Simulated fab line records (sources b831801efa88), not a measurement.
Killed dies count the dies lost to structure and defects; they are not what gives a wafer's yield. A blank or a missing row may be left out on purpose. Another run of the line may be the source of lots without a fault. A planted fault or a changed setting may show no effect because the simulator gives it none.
fab line records	flow sky130
[record] lots = 12	wafers = 36	last_day = 50
route steps=708 shown VIA2@519 CAPM@538 VIA3@597 PAD_OPEN@708
lots that met no fault: taken from a fault-free run of the same line
start_h: hours from the record's opening day to when the first of the lot's shown wafers began	wait_h: time in hours since the lot's previous step	" the same as in the row above	L1.1+2: a row that stands for several wafers	- no value, or no start was given	* or withheld: withheld	< > ~ a bound
route shown NAME@n: NAME is a module with steps in the file, n the number in the route of the first one	usual: mean and standard deviation over wafers with no fault	same: alike in all rows	chamber/n: place in a boat	sites: per-site readings	_std_site: standard deviation of those values	_edge_site: mean of outer sites minus mean of inner sites	radius_mm: for every site, how far away it sits from the centre of the wafer	mask NAME#n: copy n	behind: the last tool/chamber to shape the wafer	hold: the reason the lot was held/the length of the hold in hours/how it ended	device: whichever transistor did not switch (one of n, p or np)	end of line: tests run on the same wafers once the route is complete	a step without rows: its recipe alone	killed: not the wafer's yield, but the dies lost to structure and defects at the first sort	map: a wafer's dies, x killed, . not, _ none there
set.NAME: the run value of the setting; set.NAME@STEP: its run value at that earlier step	model.NAME: the simulator's own value behind a step, which no gauge read
one table for each step of the route and one row for each wafer, over a sample of lots
services: when a tool's chamber went out of use (start_h, in hours from the record's first day, below 0 if earlier), for how many hours, and the reason
[[steps]]
[step SKY_VIA2_CD_MEAS_12]
[recipe] target_cd_nm = 200
[usual] cd_nm = 200.1/1.7
lot.wafer	tool	chamber	start_h	wait_h	cd_nm
L335.1	cd_sem-02	-	835.23	-	199.7
L335.2	"	-	"	"	199.0
L335.4	"	-	"	"	199.1
L336.2	cd_sem-01	-	838.48	-	200.5
L336.4	"	-	"	"	202.6
L336.5	"	-	"	"	199.9
L339.1	cd_sem-02	-	908.84	-	202.0
L339.4	"	-	"	"	203.4
L339.6	"	-	"	"	202.7
L343.2	cd_sem-02	-	923.21	-	200.2
L343.5	"	-	"	"	201.3
L343.6	"	-	"	"	200.4
L344.1	cd_sem-02	-	926.48	-	200.9
L344.2	"	-	"	"	198.5
L344.5	"	-	"	"	200.1
L346.4	cd_sem-01	-	929.19	-	196.7
L346.5	"	-	"	"	196.2
L346.6	"	-	"	"	196.0
L350.1	cd_sem-01	-	977.33	-	201.5
L350.5	"	-	"	"	201.7
L350.6	"	-	"	"	201.5
L352.1	cd_sem-01	-	989.13	-	200.8
L352.3	"	-	"	"	201.3
L352.6	"	-	"	"	201.0
L354.2	cd_sem-01	-	993.86	-	196.3
L354.4	"	-	"	"	196.2
L354.6	"	-	"	"	197.1
L355.1	cd_sem-01	-	995.56	-	200.9
L355.3	"	-	"	"	202.6
L355.5	"	-	"	"	202.7
L357.2	cd_sem-02	-	1003.53	-	200.2
L357.4	"	-	"	"	198.6
L357.5	"	-	"	"	200.3
L358.1	cd_sem-02	-	1012.61	-	201.7
L358.3	"	-	"	"	201.6
L358.6	"	-	"	"	201.1
[step SKY_VIA2_ETCH_14]
[recipe] chemistry = N2/H2	target = BARC	ion_energy_ev = 200	source_w = 500	bias_w = 100	pressure_mtorr = 30	n2_flow_sccm = 100	h2_flow_sccm = 200	stop_on = SiO2	time_s = 45.9	target_depth_a = 600
[usual] bias_w = 100.0/0.32	drypump_motor_current_A = 5.6/0.47	oes_product_au = 0.855/0.0049	throttle_valve_pct = 13.225/0.0079
lot.wafer	tool	chamber	start_h	wait_h	bias_w	drypump_motor_current_A	oes_product_au	rf_hours_counter_h	throttle_valve_pct
L335.1	rie_diel-03	1	835.39	0.0	99.8	5.1	0.862	16	13.228
L335.2	"	3	"	"	100.3	6.2	0.857	27	13.232
L335.4	"	2	"	"	100.0	6.0	0.856	17	13.223
L336.2	rie_diel-02	1	838.61	0.0	100.0	5.0	0.865	18	13.228
L336.4	"	0	"	"	100.2	5.0	0.847	9	13.218
L336.5	"	2	"	"	100.1	5.8	0.851	-	13.219
L339.1	rie_diel-03	3	909.00	0.0	99.6	6.2	0.863	29	13.245
L339.4	"	2	"	"	100.1	6.0	0.854	19	13.222
L339.6	"	3	"	"	99.9	6.2	0.856	-	13.234
L343.2	rie_diel-04	2	923.35	0.0	99.8	5.0	0.860	20	13.224
L343.5	"	3	"	"	100.3	5.6	0.850	-	13.231
L343.6	"	0	"	"	100.1	5.8	0.857	-	13.225
L344.1	rie_diel-02	1	926.64	0.0	100.0	5.0	0.864	20	13.226
L344.2	"	0	"	"	100.0	4.9	0.852	11	13.224
L344.5	"	0	"	"	100.1	5.0	0.847	-	13.226
L346.4	rie_diel-04	3	929.29	0.0	100.4	5.5	0.857	8	13.230
L346.5	"	3	"	"	99.8	5.5	0.856	-	13.218
L346.6	"	2	"	"	100.0	5.0	0.860	-	13.211
L350.1	rie_diel-02	0	977.49	0.0	99.6	4.9	0.854	12	13.223
L350.5	"	2	"	"	100.3	5.8	0.856	-	13.226
L350.6	"	3	"	"	99.9	6.2	0.851	-	13.224
L352.1	rie_diel-04	2	989.29	0.0	100.3	5.0	0.848	22	13.217
L352.3	"	0	"	"	99.7	5.8	0.854	12	13.227
L352.6	"	2	"	"	100.0	5.0	0.862	-	13.235
L354.2	rie_diel-02	3	994.00	0.0	100.2	6.2	0.860	7	13.216
L354.4	"	0	"	"	100.3	4.9	0.866	13	13.225
L354.6	"	2	"	"	100.1	5.8	0.863	-	13.225
L355.1	rie_diel-02	1	995.71	0.0	100.2	5.0	0.857	22	13.225
L355.3	"	3	"	"	99.8	6.2	0.860	7	13.229
L355.5	"	0	"	"	100.3	4.9	0.855	-	13.227
L357.2	rie_diel-03	2	1003.66	0.0	100.7	6.0	0.865	23	13.208
L357.4	"	0	"	"	100.5	5.2	0.851	17	13.226
L357.5	"	0	"	"	99.9	5.2	0.857	-	13.232
L358.1	rie_diel-02	0	1012.76	0.0	99.8	5.0	0.852	13	13.223
L358.3	"	3	"	"	99.9	6.2	0.855	7	13.221
L358.6	"	1	"	"	100.6	5.0	0.848	-	13.230
[step SKY_CAPM_THK_MEAS_01]
[recipe] reads = SiO2_of_CAPM_CVD_00
[usual] CAPM_CVD_00_THK = 15.42/0.23
lot.wafer	tool	chamber	start_h	wait_h	CAPM_CVD_00_THK[nm]
L335.1	film_metro-03	-	836.98	-	15.51
L335.2	"	-	"	"	15.36
L335.4	"	-	"	"	15.70
L336.2	film_metro-04	-	840.21	-	15.65
L336.4	"	-	"	"	15.73
L336.5	"	-	"	"	15.44
L339.1	film_metro-04	-	910.59	-	15.18
L339.4	"	-	"	"	15.54
L339.6	"	-	"	"	15.31
L343.2	film_metro-03	-	925.04	-	15.54
L343.5	"	-	"	"	15.70
L343.6	"	-	"	"	15.80
L344.1	film_metro-04	-	928.80	-	15.35
L344.2	"	-	"	"	15.14
L344.5	"	-	"	"	15.51
L346.4	film_metro-01	-	931.00	-	15.78
L346.5	"	-	"	"	15.53
L346.6	"	-	"	"	15.52
L350.1	film_metro-04	-	979.03	-	15.60
L350.5	"	-	"	"	15.38
L350.6	"	-	"	"	15.31
L352.1	film_metro-03	-	991.22	-	15.17
L352.3	"	-	"	"	15.10
L352.6	"	-	"	"	15.31
L354.2	film_metro-04	-	995.58	-	15.00
L354.4	"	-	"	"	15.51
L354.6	"	-	"	"	15.72
L355.1	film_metro-04	-	997.26	-	15.45
L355.3	"	-	"	"	15.77
L355.5	"	-	"	"	15.87
L357.2	film_metro-01	-	1005.31	-	15.21
L357.4	"	-	"	"	15.45
L357.5	"	-	"	"	15.51
L358.1	film_metro-03	-	1014.53	-	15.16
L358.3	"	-	"	"	15.31
L358.6	"	-	"	"	15.47
[step SKY_VIA3_CMP_24]
[recipe] stop_on = SiO2	t_overpolish_s = 20	down_force_psi = 3.5	platen_rpm = 60	target_thk_nm = 0	pad_velocity_m_s = 0.94248
[usual] motor_current_A = 11.0/1.5	overpolish_run_s = 20.001/0.0097	time_to_endpoint_s = 93/5
lot.wafer	tool	chamber	start_h	wait_h	motor_current_A	overpolish_run_s	time_to_endpoint_s
L335.2	cmp-01	0	917.45	0.0	9.6	19.999	87
L335.4	"	2	"	"	13.6	19.988	86
L335.1	"	3	"	"	12.7	19.995	92
L336.2	cmp-02	0	921.32	0.1	10.3	20.019	88
L336.4	"	2	"	"	10.1	20.003	94
L336.5	"	3	"	"	11.6	19.977	95
L339.4	cmp-01	0	986.62	0.1	10.2	19.990	93
L339.1	"	1	"	"	9.6	19.996	92
L339.6	"	2	"	"	14.0	20.024	96
L343.2	cmp-02	0	999.60	0.1	10.2	19.995	87
L343.5	"	2	"	"	10.7	20.000	96
L343.6	"	3	"	"	12.0	20.012	97
L344.2	cmp-02	0	1003.70	0.0	11.0	0.035	146
L344.1	"	1	"	"	9.2	0.040	148
L344.5	"	1	"	"	9.2	0.039	145
L346.4	cmp-02	2	1005.21	0.1	11.1	0.037	146
L346.6	"	1	"	"	9.3	0.037	146
L346.5	"	2	"	"	10.7	0.041	146
L350.1	cmp-01	0	1053.81	4.8	9.8	19.995	93
L350.6	"	2	"	"	12.5	19.995	92
L350.5	"	3	"	"	11.9	20.002	100
L352.1	cmp-01	0	1061.71	0.1	10.3	19.999	92
L352.3	"	3	"	"	12.1	20.019	99
L352.6	"	0	"	"	10.2	20.015	90
L354.2	cmp-01	1	1064.76	0.1	9.6	20.011	87
L354.4	"	3	"	"	12.1	20.006	93
L354.6	"	1	"	"	9.6	20.011	86
L355.3	cmp-01	0	1066.51	0.1	10.1	19.993	91
L355.1	"	2	"	"	13.3	20.000	85
L355.5	"	3	"	"	11.9	19.994	96
L357.4	cmp-01	0	1077.25	0.1	9.9	20.003	90
L357.2	"	1	"	"	10.1	20.004	89
L357.5	"	3	"	"	12.0	20.007	97
L358.1	cmp-02	3	1082.76	0.1	11.6	20.000	99
L358.3	"	0	"	"	10.2	19.995	88
L358.6	"	3	"	"	11.3	19.986	97
[step SKY_PAD_OPEN_PROBE_99]
[usual] defect_limited_yield = 82.5/1.9	killed_at_M0_to_M3 = 42/6.4	killed_at_M4_up = 2.9/1.7	killed_at_contacts = 25/5.2	killed_at_front_end = 16/4.4	killed_at_other = 0.4/0.65	killed_dies = 86/9.2	killed_on_rim = 17/3.9	killed_open = 47/6.6	killed_short = 39/5.8	sort_bin_3_pad_short = 0.9/0.42	sort_bin_5_function = 10.4/1.5	sort_bin_6_memory = 6.3/1	sort_n_pass = 406/9.2	sort_yield_pct = 82.5/1.9
[same] gross_dies = 492	killed_at_back_side = 0	sort_bin_4_leakage[%] = 0	sort_bin_8_speed[%] = 0
lot.wafer	tool	chamber	start_h	wait_h	defect_limited_yield[%]	killed_at_M0_to_M3	killed_at_M4_up	killed_at_contacts	killed_at_front_end	killed_at_other	killed_dies	killed_on_rim	killed_open	killed_short	sort_bin_3_pad_short[%]	sort_bin_5_function[%]	sort_bin_6_memory[%]	sort_n_pass	sort_yield_pct[%]
L344.1	prober-02	-	1141.04	0.1	0	452	4	26	10	0	492	96	47	35	83.7	9.6	6.7	0	0
L344.2	prober-02	-	1141.09	0.1	0	445	1	28	18	0	492	96	47	38	83.1	10.2	6.7	0	0
L344.5	prober-02	-	1141.24	0.2	0	449	2	26	14	1	492	96	39	42	83.9	9.3	6.7	0	0
L346.4	prober-02	-	1142.59	0.2	0	451	3	25	12	1	492	96	43	36	84.3	9.1	6.5	0	0
L346.5	prober-02	-	1142.64	0.2	0	456	4	18	13	1	492	96	46	33	84.6	10.4	5.1	0	0
L346.6	prober-02	-	1142.69	0.2	0	454	1	28	7	2	492	96	53	34	82.9	11.6	5.5	0	0
L350.1	prober-02	-	1177.28	0.1	85.0	34	2	22	15	1	74	12	45	28	0.8	8.3	5.9	418	85.0
L350.5	prober-02	-	1177.48	0.2	80.3	42	2	28	24	1	97	13	59	38	0.8	11.2	7.7	395	80.3
L350.6	prober-02	-	1177.53	0.2	79.9	40	4	31	23	1	99	18	58	40	1.0	13.0	6.1	393	79.9
L352.1	prober-02	-	1185.47	0.1	82.1	43	1	28	15	1	88	19	51	37	0.4	11.2	6.3	404	82.1
L352.3	prober-02	-	1185.57	0.2	85.0	32	3	21	17	1	74	16	36	38	1.2	7.5	6.3	418	85.0
L352.6	prober-02	-	1185.72	0.2	84.1	47	2	14	15	0	78	15	44	33	0.6	10.0	5.3	414	84.1
// killed by level:class
L344.1 VIA3:area_cmp=409 CONTACT:geometric_particle:open=9 VIA2:geometric_particle:open=8 LI_CONTACT:geometric_particle:open=7 METAL1:geometric_particle:short=6 VIA1:geometric_particle:open=5 METAL3:geometric_particle:short=5 VIA3:geometric_particle:open=5
L344.2 VIA3:area_cmp=407 FIELD_ISO:geometric_particle:short=8 LI_CONTACT:geometric_particle:open=8 CONTACT:geometric_particle:open=7 VIA3:geometric_particle:open=7 VIA1:geometric_particle:open=6 FIELD_ISO:geometric_particle:open=5 CONTACT:geometric_particle:short=5
L344.5 VIA3:area_cmp=410 CONTACT:geometric_particle:open=13 METAL1:geometric_particle:short=7 LI_CONTACT:geometric_particle:open=6 METAL2:geometric_particle:short=6 POLY_GATE:geometric_particle:short=5 VIA2:geometric_particle:open=5 VIA3:geometric_particle:open=5
L346.4 VIA3:area_cmp=413 CONTACT:geometric_particle:open=10 VIA1:geometric_particle:open=8 VIA3:geometric_particle:open=7 METAL1:geometric_particle:short=6 METAL2:geometric_particle:short=6 POLY_GATE:geometric_particle:open=5 LOCAL_INTERCONNECT:geometric_particle:short=5
L346.5 VIA3:area_cmp=413 VIA1:geometric_particle:open=11 VIA3:geometric_particle:open=8 CONTACT:geometric_particle:open=7 LI_CONTACT:geometric_particle:open=6 FIELD_ISO:geometric_particle:short=5 VIA1:geometric_particle:short=5 METAL1:geometric_particle:short=5
L346.6 VIA3:area_cmp=405 VIA1:geometric_particle:open=10 CONTACT:geometric_particle:open=9 LI_CONTACT:geometric_particle:open=8 VIA2:geometric_particle:open=8 VIA3:geometric_particle:open=8 METAL2:geometric_particle:short=5 METAL1:geometric_particle:short=4
L350.1 VIA1:geometric_particle:open=9 FIELD_ISO:geometric_particle:open=7 METAL2:geometric_particle:short=7 LI_CONTACT:geometric_particle:open=6 LOCAL_INTERCONNECT:geometric_particle:short=6 VIA2:geometric_particle:open=6 CONTACT:geometric_particle:open=5 FIELD_ISO:geometric_particle:short=4
L350.5 VIA1:geometric_particle:open=14 CONTACT:geometric_particle:open=13 VIA2:geometric_particle:open=8 LI_CONTACT:geometric_particle:open=7 FIELD_ISO:geometric_particle:short=7 SPACER:geometric_particle:short=6 METAL1:geometric_particle:short=5 LOCAL_INTERCONNECT:geometric_particle:short=4
L350.6 CONTACT:geometric_particle:open=12 POLY_GATE:geometric_particle:open=9 LI_CONTACT:geometric_particle:open=9 VIA3:geometric_particle:open=7 FIELD_ISO:geometric_particle:open=6 FIELD_ISO:geometric_particle:short=4 LOCAL_INTERCONNECT:geometric_particle:short=4 METAL1:geometric_particle:short=4
L352.1 CONTACT:geometric_particle:open=11 VIA1:geometric_particle:open=10 LI_CONTACT:geometric_particle:open=7 VIA2:geometric_particle:open=7 CONTACT:geometric_particle:short=5 METAL1:geometric_particle:short=5 VIA3:geometric_particle:open=4 POLY_GATE:geometric_particle:short=4
L352.3 FIELD_ISO:geometric_particle:short=6 CONTACT:geometric_particle:open=6 VIA1:geometric_particle:open=6 LI_CONTACT:geometric_particle:open=5 CONTACT:geometric_particle:short=5 METAL2:geometric_particle:short=5 VIA3:geometric_particle:open=5 FIELD_ISO:geometric_particle:open=4
L352.6 VIA1:geometric_particle:open=12 VIA3:geometric_particle:open=6 VIA2:geometric_particle:short=5 VIA1:geometric_particle:short=5 METAL2:geometric_particle:short=5 FIELD_ISO:geometric_particle:open=4 POLY_GATE:geometric_particle:short=4 LI_CONTACT:geometric_particle:open=4
[[services]]
tool	chamber	start_h	hours	kind
rie_diel-04	1	822.57	21.8	repair
cmp-02	-	841.17	0.8	repair
rie_diel-02	0	841.31	7.5	repair
rie_diel-03	3	842.44	16.7	repair
cmp-01	-	844.89	1.4	repair
rie_diel-04	1	854.70	2.4	repair
rie_diel-03	-	866.49	10.2	repair
rie_diel-02	0	875.42	13.0	repair
rie_diel-03	2	875.81	4.5	repair
cmp-01	-	877.56	12.4	pm
cmp-01	-	891.24	0.6	repair
cmp-02	-	912.47	4.0	pm
rie_diel-03	0	924.60	9.7	repair
cmp-02	-	926.17	1.0	repair
rie_diel-03	3	958.20	1.3	repair
rie_diel-04	1	970.36	4.3	repair
rie_diel-04	0	1011.08	1.6	repair
cmp-01	-	1016.77	4.9	pm
rie_diel-04	2	1024.76	9.5	repair
rie_diel-03	1	1036.27	8.8	repair
cmp-02	-	1038.51	10.4	pm
cmp-02	-	1049.64	1.3	repair
rie_diel-02	3	1058.63	6.6	repair
cmp-01	-	1072.86	1.1	repair
[[key]]
[first_sign] step = SKY_VIA3_CMP_24	reading = overpolish_run_s	direction = down	sigmas = 99+	usual = 20.001	struck = 0.038
[effect] step = SKY_VIA3_CMP_24	reading = time_to_endpoint_s	direction = up	sigmas = 11	usual = *	struck = *
[effect] step = SKY_PAD_OPEN_PROBE_99	reading = sort_bin_3_pad_short	direction = up	sigmas = 99+	usual = 0.9	struck = 83.8
[more_kills_born_at] SKY_VIA3_CMP_24@cmp-02 = 2457
met_at SKY_VIA3_CMP_24
struck_lots L344,L346
later_rows_left_out L344.1,L344.2,L344.5,L346.4,L346.5,L346.6
not_acting_at SKY_VIA2_CD_MEAS_12,SKY_VIA2_ETCH_14,SKY_CAPM_THK_MEAS_01
onset_between 999.60 1003.70
[fault] kind = process_parameter_drift	tool = cmp-02	chamber = -	onset_h = 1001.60	steps = SKY_VIA3_CMP_24	channel = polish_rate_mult	offset = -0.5	shape = step	end_h = 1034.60
// later_rows_left_out: the simulator's readings of these wafers behind a module that went badly wrong aren't trusted and aren't shown, but for the sort
